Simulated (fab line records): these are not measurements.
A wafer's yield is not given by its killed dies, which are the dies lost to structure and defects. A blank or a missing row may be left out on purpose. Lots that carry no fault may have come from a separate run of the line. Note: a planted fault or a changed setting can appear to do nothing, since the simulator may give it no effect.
Split-lot experiment :: flow sky130 :: 23 wafers read across 5 lots, on a route 708 steps long

ABOUT THE SPLIT
At SKY_LDD_HVP_COAT_02 (resist thk 300 nm), the setting spin rpm was moved away from the recipe's 3000 rpm on 4 of the 23 wafers read, by -4.0% to +5.6%. This setting was run at the recipe's value on the other wafers.

The reading is taken at the split's own step.

THE READING
NOVOLAK_of_LDD_HVP_COAT_02.thk nm (the simulator's own value, which no gauge read), in nm, at SKY_LDD_HVP_COAT_02 (resist thk 300 nm). The file does not state a usual value for it. Average 300.3 nm, standard deviation 0.95 nm, over the 19 wafers here run with the recipe.

wafer: L075.1
tool, chamber at the split: litho track-04, 0
spin rpm as run, rpm: 3000
against the recipe: recipe
NOVOLAK_of_LDD_HVP_COAT_02.thk nm, nm: 300.3
against lot-mates on the recipe: -

wafer: L075.2
tool, chamber at the split: litho track-04, 0
spin rpm as run, rpm: 3000
against the recipe: recipe
NOVOLAK_of_LDD_HVP_COAT_02.thk nm, nm: 300.7
against lot-mates on the recipe: -

wafer: L075.3
tool, chamber at the split: litho track-04, 0
spin rpm as run, rpm: 3000
against the recipe: recipe
NOVOLAK_of_LDD_HVP_COAT_02.thk nm, nm: 301
against lot-mates on the recipe: -

wafer: L075.6
tool, chamber at the split: litho track-04, 0
spin rpm as run, rpm: 3000
against the recipe: recipe
NOVOLAK_of_LDD_HVP_COAT_02.thk nm, nm: 301
against lot-mates on the recipe: -

wafer: L075.4
tool, chamber at the split: litho track-04, 0
spin rpm as run, rpm: 3000
against the recipe: recipe
NOVOLAK_of_LDD_HVP_COAT_02.thk nm, nm: 300.5
against lot-mates on the recipe: -

wafer: L077.2
tool, chamber at the split: litho track-04, 0
spin rpm as run, rpm: 3000
against the recipe: recipe
NOVOLAK_of_LDD_HVP_COAT_02.thk nm, nm: 300.3
against lot-mates on the recipe: -

wafer: L077.3
tool, chamber at the split: litho track-04, 0
spin rpm as run, rpm: 3000
against the recipe: recipe
NOVOLAK_of_LDD_HVP_COAT_02.thk nm, nm: 299.4
against lot-mates on the recipe: -

wafer: L077.5
tool, chamber at the split: litho track-04, 0
spin rpm as run, rpm: 3000
against the recipe: recipe
NOVOLAK_of_LDD_HVP_COAT_02.thk nm, nm: 299.7
against lot-mates on the recipe: -

wafer: L079.1
tool, chamber at the split: litho track-01, 0
spin rpm as run, rpm: 3000
against the recipe: recipe
NOVOLAK_of_LDD_HVP_COAT_02.thk nm, nm: 299.4
against lot-mates on the recipe: -

wafer: L079.2
tool, chamber at the split: litho track-01, 0
spin rpm as run, rpm: 3000
against the recipe: recipe
NOVOLAK_of_LDD_HVP_COAT_02.thk nm, nm: 298.3
against lot-mates on the recipe: -

wafer: L079.4
tool, chamber at the split: litho track-01, 0
spin rpm as run, rpm: 3000
against the recipe: recipe
NOVOLAK_of_LDD_HVP_COAT_02.thk nm, nm: 299.5
against lot-mates on the recipe: -

wafer: L079.5
tool, chamber at the split: litho track-01, 0
spin rpm as run, rpm: 3000
against the recipe: recipe
NOVOLAK_of_LDD_HVP_COAT_02.thk nm, nm: 299.2
against lot-mates on the recipe: -

wafer: L079.6
tool, chamber at the split: litho track-01, 0
spin rpm as run, rpm: 3000
against the recipe: recipe
NOVOLAK_of_LDD_HVP_COAT_02.thk nm, nm: 299.3
against lot-mates on the recipe: -

wafer: L081.1
tool, chamber at the split: litho track-02, 0
spin rpm as run, rpm: 3167
against the recipe: +5.6%
NOVOLAK_of_LDD_HVP_COAT_02.thk nm, nm: 293
against lot-mates on the recipe: -8.7

wafer: L081.2
tool, chamber at the split: litho track-02, 0
spin rpm as run, rpm: 3000
against the recipe: recipe
NOVOLAK_of_LDD_HVP_COAT_02.thk nm, nm: 301.5
against lot-mates on the recipe: -

wafer: L081.3
tool, chamber at the split: litho track-02, 0
spin rpm as run, rpm: 3000
against the recipe: recipe
NOVOLAK_of_LDD_HVP_COAT_02.thk nm, nm: 301.5
against lot-mates on the recipe: -

wafer: L081.4
tool, chamber at the split: litho track-02, 0
spin rpm as run, rpm: 3000
against the recipe: recipe
NOVOLAK_of_LDD_HVP_COAT_02.thk nm, nm: 302.1
against lot-mates on the recipe: -

wafer: L081.6
tool, chamber at the split: litho track-02, 0
spin rpm as run, rpm: 3167
against the recipe: +5.6%
NOVOLAK_of_LDD_HVP_COAT_02.thk nm, nm: 293.2
against lot-mates on the recipe: -8.5

wafer: L085.1
tool, chamber at the split: litho track-02, 0
spin rpm as run, rpm: 3000
against the recipe: recipe
NOVOLAK_of_LDD_HVP_COAT_02.thk nm, nm: 301.2
against lot-mates on the recipe: -

wafer: L085.2
tool, chamber at the split: litho track-02, 0
spin rpm as run, rpm: 3000
against the recipe: recipe
NOVOLAK_of_LDD_HVP_COAT_02.thk nm, nm: 300.2
against lot-mates on the recipe: -

wafer: L085.4
tool, chamber at the split: litho track-02, 0
spin rpm as run, rpm: 2880
against the recipe: -4.0%
NOVOLAK_of_LDD_HVP_COAT_02.thk nm, nm: 307.2
against lot-mates on the recipe: +6.5

wafer: L085.5
tool, chamber at the split: litho track-02, 0
spin rpm as run, rpm: 3000
against the recipe: recipe
NOVOLAK_of_LDD_HVP_COAT_02.thk nm, nm: 300.7
against lot-mates on the recipe: -

wafer: L085.6
tool, chamber at the split: litho track-02, 0
spin rpm as run, rpm: 2880
against the recipe: -4.0%
NOVOLAK_of_LDD_HVP_COAT_02.thk nm, nm: 306.9
against lot-mates on the recipe: +6.2

FIT RESULTS
A straight line over all 23 wafers: NOVOLAK_of_LDD_HVP_COAT_02.thk nm changes by -1.43 nm for each +1% of spin rpm; r = -0.95; the points scatter about the line by 0.97 nm.
The same after taking each lot's own level away (the mean of its wafers on the recipe; 23 wafers): -1.56 nm for each +1%; r = -0.99; scatter 0.35 nm.
That fit puts the effect of the largest move of spin rpm on the reading at 8.7 nm.
Across the lots, their own levels run from 299.14 to 301.70 nm, a range of 2.7 times the standard deviation given above.
Hence the lot-to-lot level has little effect on the slope; both slopes agree.
Check: for one of the wafers moved furthest among these (+5.6%), held out of the fit, the line's prediction against its lot-mates is -8.65 nm. It came out at -8.7 nm against them.

THE WHOLE CHAIN: every reading that the file lists as answering this split, in the file's order
step: SKY_LDD_HVP_COAT_02
what it does: resist thk 300 nm
reading: NOVOLAK_of_LDD_HVP_COAT_02.thk nm (the simulator's own value, which no gauge read)
change (the file's fit): -1.56 nm for each +1% of the setting
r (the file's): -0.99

step: SKY_LDD_HVP_STRIP_09
what it does: strips in O2/N2
reading: strip time to endpoint s
change (the file's fit): withheld for each +1% of the setting
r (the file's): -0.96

THE FILE'S OWN FIT
NOVOLAK_of_LDD_HVP_COAT_02.thk nm changes by -1.56 nm for each +1% of spin rpm, r = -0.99.
